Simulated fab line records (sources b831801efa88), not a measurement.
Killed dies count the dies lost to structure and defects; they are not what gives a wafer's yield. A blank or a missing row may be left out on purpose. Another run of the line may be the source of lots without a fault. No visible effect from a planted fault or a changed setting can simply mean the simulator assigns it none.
Which tool is to blame? / flow sky130 / 12 lots with 36 wafers sampled at 5 steps, on a route of 708 steps

## WHAT THE GAUGES SHOWED, per wafer
The record lacks any reading of a measuring or inspecting step that a usual standard deviation could be used to judge.

## EACH LOT AND THE TOOL THAT RAN IT (in order: tool; ch and the chambers of the sampled wafers; start)
lot=L243; SKY_LI_CONTACT_ETCH_14=rie-diel-04 ch 0,1,2, day 30 03:42; SKY_VIA3_ETCH_15=rie-diel-03 ch 0,2,3, day 40 14:55; SKY_METAL5_DESCUM_14=rie-metal-04 ch 0,1, day 44 18:12; SKY_PASSIVATION_CVD_00=pecvd-02 ch 0,1,2, day 44 19:04; SKY_PAD_OPEN_PROBE_99=-
lot=L245; SKY_LI_CONTACT_ETCH_14=rie-diel-01 ch 1,2,3, day 30 17:14; SKY_VIA3_ETCH_15=rie-diel-03 ch 2,3, day 41 01:33; SKY_METAL5_DESCUM_14=rie-metal-03 ch 0,1, day 45 04:51; SKY_PASSIVATION_CVD_00=pecvd-01 ch 0,1, day 45 05:46; SKY_PAD_OPEN_PROBE_99=-
lot=L246; SKY_LI_CONTACT_ETCH_14=rie-diel-02 ch 0,1,3, day 31 06:41; SKY_VIA3_ETCH_15=rie-diel-01 ch 0,1,3, day 41 11:54; SKY_METAL5_DESCUM_14=rie-metal-04 ch 1, day 45 13:15; SKY_PASSIVATION_CVD_00=pecvd-02 ch 0,1,2, day 45 14:25; SKY_PAD_OPEN_PROBE_99=-
lot=L247; SKY_LI_CONTACT_ETCH_14=rie-diel-04 ch 1,2,3, day 31 11:48; SKY_VIA3_ETCH_15=rie-diel-03 ch 1,3, day 41 17:33; SKY_METAL5_DESCUM_14=rie-metal-03 ch 0,1, day 45 17:54; SKY_PASSIVATION_CVD_00=pecvd-02 ch 0,1,2, day 45 18:46; SKY_PAD_OPEN_PROBE_99=-
lot=L248; SKY_LI_CONTACT_ETCH_14=rie-diel-01 ch 2,3, day 31 19:03; SKY_VIA3_ETCH_15=rie-diel-02 ch 0,2,3, day 42 04:01; SKY_METAL5_DESCUM_14=rie-metal-03 ch 0,1, day 46 04:50; SKY_PASSIVATION_CVD_00=pecvd-03 ch 0,1, day 46 05:41; SKY_PAD_OPEN_PROBE_99=-
lot=L250; SKY_LI_CONTACT_ETCH_14=rie-diel-04 ch 1,2,3, day 33 08:41; SKY_VIA3_ETCH_15=rie-diel-03 ch 0,1,2, day 43 11:54; SKY_METAL5_DESCUM_14=rie-metal-01 ch 0,1, day 47 08:15; SKY_PASSIVATION_CVD_00=pecvd-03 ch 0,1, day 47 09:07; SKY_PAD_OPEN_PROBE_99=-
lot=L252; SKY_LI_CONTACT_ETCH_14=rie-diel-01 ch 0,1,3, day 33 16:17; SKY_VIA3_ETCH_15=rie-diel-01 ch 1,2,3, day 43 16:28; SKY_METAL5_DESCUM_14=rie-metal-03 ch 0,1, day 47 12:51; SKY_PASSIVATION_CVD_00=pecvd-01 ch 0,1, day 47 13:44; SKY_PAD_OPEN_PROBE_99=-
lot=L257; SKY_LI_CONTACT_ETCH_14=rie-diel-01 ch 0,1,2, day 34 17:53; SKY_VIA3_ETCH_15=rie-diel-02 ch 0,1, day 44 16:00; SKY_METAL5_DESCUM_14=rie-metal-01 ch 1, day 48 08:57; SKY_PASSIVATION_CVD_00=pecvd-03 ch 0,2, day 48 09:50; SKY_PAD_OPEN_PROBE_99=prober-01, day 50 02:29
lot=L258; SKY_LI_CONTACT_ETCH_14=rie-diel-02 ch 1,3, day 34 22:41; SKY_VIA3_ETCH_15=rie-diel-01 ch 0,1,2, day 44 20:10; SKY_METAL5_DESCUM_14=rie-metal-01 ch 1, day 48 12:16; SKY_PASSIVATION_CVD_00=pecvd-03 ch 0,1, day 48 13:23; SKY_PAD_OPEN_PROBE_99=-
lot=L261; SKY_LI_CONTACT_ETCH_14=rie-diel-04 ch 0,2,3, day 35 14:18; SKY_VIA3_ETCH_15=rie-diel-02 ch 0,1,2, day 45 08:39; SKY_METAL5_DESCUM_14=rie-metal-03 ch 0,1, day 48 22:27; SKY_PASSIVATION_CVD_00=pecvd-01 ch 0,1, day 48 23:25; SKY_PAD_OPEN_PROBE_99=-
lot=L263; SKY_LI_CONTACT_ETCH_14=rie-diel-04 ch 0,2, day 36 11:50; SKY_VIA3_ETCH_15=rie-diel-03 ch 2,3, day 46 03:51; SKY_METAL5_DESCUM_14=rie-metal-01 ch 0,1, day 49 16:42; SKY_PASSIVATION_CVD_00=pecvd-03 ch 0,1,2, day 49 17:53; SKY_PAD_OPEN_PROBE_99=-
lot=L264; SKY_LI_CONTACT_ETCH_14=rie-diel-02 ch 1,3, day 36 15:24; SKY_VIA3_ETCH_15=rie-diel-02 ch 1,2, day 46 06:15; SKY_METAL5_DESCUM_14=rie-metal-04 ch 0,1, day 49 17:09; SKY_PASSIVATION_CVD_00=pecvd-01 ch 0,2, day 49 18:08; SKY_PAD_OPEN_PROBE_99=-
- SKY_LI_CONTACT_ETCH_14: etches BARC in N2/H2, stops on SiO2, time 45.9 s, target depth 60 nm.
- SKY_VIA3_ETCH_15: etches SiO2 in C4F8/O2/Ar, stops on TiN, target depth 507 nm, time 78 s.
- SKY_METAL5_DESCUM_14: chemistry O2, time 11 s.
- SKY_PASSIVATION_CVD_00: deposits SiO2, target thk 90 nm.
- SKY_PAD_OPEN_PROBE_99

## AS READ BY THE TOOLS THEMSELVES (means over the sampled wafers that have a number; for cases with no such wafer, the mark the record gives instead)
SKY_LI_CONTACT_ETCH_14. Usual: chamber-pressure-mTorr 29.998 mTorr, standard deviation 0.027; drypump-motor-current-A 6.0 A, standard deviation 0.55; oes-product-au 0.855 a.u., standard deviation 0.0048; throttle-valve-pct 13.224 %, standard deviation 0.0088.
lot=L243; tool=rie-diel-04; chamber-pressure-mTorr (mTorr)=29.982; drypump-motor-current-A (A)=6.3; oes-product-au (a.u.)=0.855; throttle-valve-pct (%)=13.217; flag=
lot=L245; tool=rie-diel-01; chamber-pressure-mTorr (mTorr)=29.999; drypump-motor-current-A (A)=6.0; oes-product-au (a.u.)=0.859; throttle-valve-pct (%)=13.233; flag=
lot=L246; tool=rie-diel-02; chamber-pressure-mTorr (mTorr)=30.025; drypump-motor-current-A (A)=5.1; oes-product-au (a.u.)=0.852; throttle-valve-pct (%)=13.231; flag=
lot=L247; tool=rie-diel-04; chamber-pressure-mTorr (mTorr)=29.974; drypump-motor-current-A (A)=6.3; oes-product-au (a.u.)=0.859; throttle-valve-pct (%)=13.226; flag=
lot=L248; tool=rie-diel-01; chamber-pressure-mTorr (mTorr)=29.980; drypump-motor-current-A (A)=6.2; oes-product-au (a.u.)=0.856; throttle-valve-pct (%)=13.222; flag=
lot=L250; tool=rie-diel-04; chamber-pressure-mTorr (mTorr)=30.012; drypump-motor-current-A (A)=6.3; oes-product-au (a.u.)=0.854; throttle-valve-pct (%)=13.214; flag=
lot=L252; tool=rie-diel-01; chamber-pressure-mTorr (mTorr)=29.966; drypump-motor-current-A (A)=6.1; oes-product-au (a.u.)=0.854; throttle-valve-pct (%)=13.227; flag=
lot=L257; tool=rie-diel-01; chamber-pressure-mTorr (mTorr)=30.026; drypump-motor-current-A (A)=6.3; oes-product-au (a.u.)=0.853; throttle-valve-pct (%)=13.224; flag=
lot=L258; tool=rie-diel-02; chamber-pressure-mTorr (mTorr)=30.015; drypump-motor-current-A (A)=5.1; oes-product-au (a.u.)=0.854; throttle-valve-pct (%)=13.225; flag=
lot=L261; tool=rie-diel-04; chamber-pressure-mTorr (mTorr)=29.989; drypump-motor-current-A (A)=6.1; oes-product-au (a.u.)=0.849; throttle-valve-pct (%)=13.225; flag=
lot=L263; tool=rie-diel-04; chamber-pressure-mTorr (mTorr)=29.991; drypump-motor-current-A (A)=6.1; oes-product-au (a.u.)=0.857; throttle-valve-pct (%)=13.223; flag=
lot=L264; tool=rie-diel-02; chamber-pressure-mTorr (mTorr)=29.993; drypump-motor-current-A (A)=5.3; oes-product-au (a.u.)=0.856; throttle-valve-pct (%)=13.222; flag=

SKY_VIA3_ETCH_15. Usual: chamber-pressure-mTorr 39.99 mTorr, standard deviation 0.041; oes-product-au 0.946 a.u., standard deviation 0.0042.
lot=L243; tool=rie-diel-03; chamber-pressure-mTorr (mTorr)=40.01; oes-product-au (a.u.)=0.946; flag=
lot=L245; tool=rie-diel-03; chamber-pressure-mTorr (mTorr)=39.96; oes-product-au (a.u.)=0.945; flag=
lot=L246; tool=rie-diel-01; chamber-pressure-mTorr (mTorr)=39.98; oes-product-au (a.u.)=0.945; flag=
lot=L247; tool=rie-diel-03; chamber-pressure-mTorr (mTorr)=40.00; oes-product-au (a.u.)=0.946; flag=
lot=L248; tool=rie-diel-02; chamber-pressure-mTorr (mTorr)=40.00; oes-product-au (a.u.)=0.947; flag=
lot=L250; tool=rie-diel-03; chamber-pressure-mTorr (mTorr)=39.99; oes-product-au (a.u.)=0.944; flag=
lot=L252; tool=rie-diel-01; chamber-pressure-mTorr (mTorr)=40.01; oes-product-au (a.u.)=0.944; flag=
lot=L257; tool=rie-diel-02; chamber-pressure-mTorr (mTorr)=39.98; oes-product-au (a.u.)=0.948; flag=
lot=L258; tool=rie-diel-01; chamber-pressure-mTorr (mTorr)=40.04; oes-product-au (a.u.)=0.945; flag=
lot=L261; tool=rie-diel-02; chamber-pressure-mTorr (mTorr)=39.96; oes-product-au (a.u.)=0.947; flag=
lot=L263; tool=rie-diel-03; chamber-pressure-mTorr (mTorr)=39.95; oes-product-au (a.u.)=0.950; flag=
lot=L264; tool=rie-diel-02; chamber-pressure-mTorr (mTorr)=40.04; oes-product-au (a.u.)=0.944; flag=

SKY_METAL5_DESCUM_14. Usual: chamber-pressure-mTorr 10.000 mTorr, standard deviation 0.0087; drypump-motor-current-A 5.63 A, standard deviation 0.27; oes-product-au 0.994 a.u., standard deviation 0.0082.
lot=L243; tool=rie-metal-04; chamber-pressure-mTorr (mTorr)=10.005; drypump-motor-current-A (A)=5.70; oes-product-au (a.u.)=0.989; flag=
lot=L245; tool=rie-metal-03; chamber-pressure-mTorr (mTorr)=10.002; drypump-motor-current-A (A)=5.85; oes-product-au (a.u.)=0.996; flag=
lot=L246; tool=rie-metal-04; chamber-pressure-mTorr (mTorr)=10.006; drypump-motor-current-A (A)=5.75; oes-product-au (a.u.)=0.994; flag=
lot=L247; tool=rie-metal-03; chamber-pressure-mTorr (mTorr)=10.003; drypump-motor-current-A (A)=5.76; oes-product-au (a.u.)=0.991; flag=
lot=L248; tool=rie-metal-03; chamber-pressure-mTorr (mTorr)=9.999; drypump-motor-current-A (A)=5.72; oes-product-au (a.u.)=1.001; flag=
lot=L250; tool=rie-metal-01; chamber-pressure-mTorr (mTorr)=10.002; drypump-motor-current-A (A)=5.46; oes-product-au (a.u.)=0.989; flag=
lot=L252; tool=rie-metal-03; chamber-pressure-mTorr (mTorr)=10.001; drypump-motor-current-A (A)=5.72; oes-product-au (a.u.)=1.000; flag=
lot=L257; tool=rie-metal-01; chamber-pressure-mTorr (mTorr)=10.008; drypump-motor-current-A (A)=5.09; oes-product-au (a.u.)=0.984; flag=
lot=L258; tool=rie-metal-01; chamber-pressure-mTorr (mTorr)=9.995; drypump-motor-current-A (A)=5.09; oes-product-au (a.u.)=0.982; flag=
lot=L261; tool=rie-metal-03; chamber-pressure-mTorr (mTorr)=10.000; drypump-motor-current-A (A)=5.85; oes-product-au (a.u.)=0.997; flag=
lot=L263; tool=rie-metal-01; chamber-pressure-mTorr (mTorr)=10.014; drypump-motor-current-A (A)=5.29; oes-product-au (a.u.)=0.995; flag=
lot=L264; tool=rie-metal-04; chamber-pressure-mTorr (mTorr)=10.003; drypump-motor-current-A (A)=5.71; oes-product-au (a.u.)=0.990; flag=

SKY_PASSIVATION_CVD_00. Usual: 627 W for heater-power-w, sd 75.
lot=L243; tool=pecvd-02; heater-power-w (W)=630; flag=
lot=L245; tool=pecvd-01; heater-power-w (W)=544; flag=
lot=L246; tool=pecvd-02; heater-power-w (W)=685; flag=
lot=L247; tool=pecvd-02; heater-power-w (W)=665; flag=
lot=L248; tool=pecvd-03; heater-power-w (W)=627; flag=
lot=L250; tool=pecvd-03; heater-power-w (W)=638; flag=
lot=L252; tool=pecvd-01; heater-power-w (W)=649; flag=
lot=L257; tool=pecvd-03; heater-power-w (W)=596; flag=
lot=L258; tool=pecvd-03; heater-power-w (W)=625; flag=
lot=L261; tool=pecvd-01; heater-power-w (W)=605; flag=
lot=L263; tool=pecvd-03; heater-power-w (W)=640; flag=
lot=L264; tool=pecvd-01; heater-power-w (W)=664; flag=

SKY_PAD_OPEN_PROBE_99. Usual: killed_at_M0_to_M3 43, standard deviation 7.3; killed_at_M4_up 3.2, standard deviation 1.9; killed-at-contacts 25, standard deviation 5.4; killed-at-front-end 16, standard deviation 4.4; killed-at-other 0.4, standard deviation 0.66; killed-dies 87, standard deviation 11; killed-open 48, standard deviation 7.9; killed-short 39, standard deviation 6.5.
lot=L257 tool=prober-01 killed_at_M0_to_M3=45 killed_at_M4_up=2.7 killed-at-contacts=40 killed-at-front-end=18 killed-at-other=0.0 killed-dies=106 killed-open=48 killed-short=40 flag=

## THE ANSWER, worked out from the rows above alone
Rule: a lot counts as off when the mean over its wafers that have a number is more than 3 standard deviations away from the usual mean. A lot without any number at a reading at which 4 lots or more have one is off too. All remaining lots with rows at the step are treated as sound. First the gauges in route order, then the tools' own readings, where a lot's mean is used as printed above. The first step at which some lot is off is used, and at that step the reading that is off furthest; a lot without a number counts as furthest.
Across all readings shown, no lot is off: no conclusion can be drawn from this.

## WHAT HAD BEEN PUT IN BY THE SIMULATOR
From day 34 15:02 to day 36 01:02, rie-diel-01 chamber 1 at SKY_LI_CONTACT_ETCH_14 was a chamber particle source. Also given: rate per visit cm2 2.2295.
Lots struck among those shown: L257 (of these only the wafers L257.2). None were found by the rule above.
